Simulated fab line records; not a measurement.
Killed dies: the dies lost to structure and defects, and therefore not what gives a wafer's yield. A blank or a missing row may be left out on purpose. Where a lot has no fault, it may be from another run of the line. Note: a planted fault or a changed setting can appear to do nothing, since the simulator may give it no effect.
Shared-tool check	flow sky130	36 wafers sampled across 12 lots

== THE REASON FOR OPENING IT ==
3 of 12 lots carry a flag on the reading VIA2_HDPCVD_THK at SKY_VIA2_THK_MEAS_01. Fault-free wafers read 1182 nm, with a standard deviation of 11.
Rule: a lot gets a flag if all its wafers with a number sit over 4 standard deviations from that mean, or if no wafer of it has a number. As for the other lots, they are considered sound.

lot	measured	on	VIA2_HDPCVD_THK (nm), wafer by wafer	flag
L438	day 34 23:01	film metro-02	1169 1169 1175	
L441	day 36 01:07	film metro-01	1183 1187 1188	
L442	day 36 17:50	film metro-03	1179 1169 1173	
L443	day 36 23:01	film metro-02	1181 1189 1187	
L446	day 37 15:58	film metro-01	1174 1178 1167	
L447	day 37 22:07	film metro-02	1179 1175 1184	
L448	day 38 16:21	film metro-01	2347 2337 2369	FLAGGED
L449	day 38 16:43	film metro-01	1168 1189 1172	
L450	day 39 01:55	film metro-02	2371 2373 2364	FLAGGED
L455	day 40 17:44	film metro-01	2378 2384 2371	FLAGGED
L460	day 41 13:05	film metro-01	1184 1202 1176	
L461	day 41 17:15	film metro-01	1181 1184 1168	
The numbers of the flagged lots are 2366 nm on average: +1184 nm against the usual, or +99 or more standard deviations.

== WHICH TOOL RAN EACH LOT ==
The record keeps 1 process step preceding the reading, out of 708 steps on the route. Every cell lists first the tool, next ch and the chambers used by the sampled wafers, and last the start.
lot	flag	SKY_VIA2_HDPCVD_00
L438		hdpcvd-02 ch 0,2, day 34 22:52
L441		hdpcvd-02 ch 0,1, day 36 01:00
L442		hdpcvd-02 ch 0,1,2, day 36 17:43
L443		hdpcvd-01 ch 0,1,2, day 36 22:53
L446		hdpcvd-01 ch 1,2, day 37 15:49
L447		hdpcvd-02 ch 0,1,2, day 37 21:58
L448	FLAGGED	hdpcvd-02 ch 1,2, day 38 15:55
L449		hdpcvd-01 ch 0,1,2, day 38 16:35
L450	FLAGGED	hdpcvd-01 ch 0,1, day 39 01:30
L455	FLAGGED	hdpcvd-02 ch 0,1, day 40 17:19
L460		hdpcvd-01 ch 0,1,2, day 41 12:58
L461		hdpcvd-01 ch 0,2, day 41 17:07
What is done by these steps:
- SKY_VIA2_HDPCVD_00: deposits SiO2, target thk 1180 nm, time 196.7 s.
- SKY_VIA2_THK_MEAS_01

== FLAGGED AGAINST TOTAL, ONE TOOL AT A TIME (gauges that did the reading follow at the end) ==
step	tool	lots run	flagged	share of the flagged lots	sound lots run after its first flagged lot
SKY_VIA2_HDPCVD_00	hdpcvd-01	6	1	some	2 (L460,L461)
SKY_VIA2_HDPCVD_00	hdpcvd-02	6	2	some	0
SKY_VIA2_THK_MEAS_01	film metro-01	7	2	some	3 (L449,L460,L461)
SKY_VIA2_THK_MEAS_01	film metro-02	4	1	some	0
SKY_VIA2_THK_MEAS_01	film metro-03	1	0	none	-

== WHAT THE TABLE PERMITS ==
No row of the table ran every flagged lot.

== WHAT THE SIMULATOR HAD INSERTED ==
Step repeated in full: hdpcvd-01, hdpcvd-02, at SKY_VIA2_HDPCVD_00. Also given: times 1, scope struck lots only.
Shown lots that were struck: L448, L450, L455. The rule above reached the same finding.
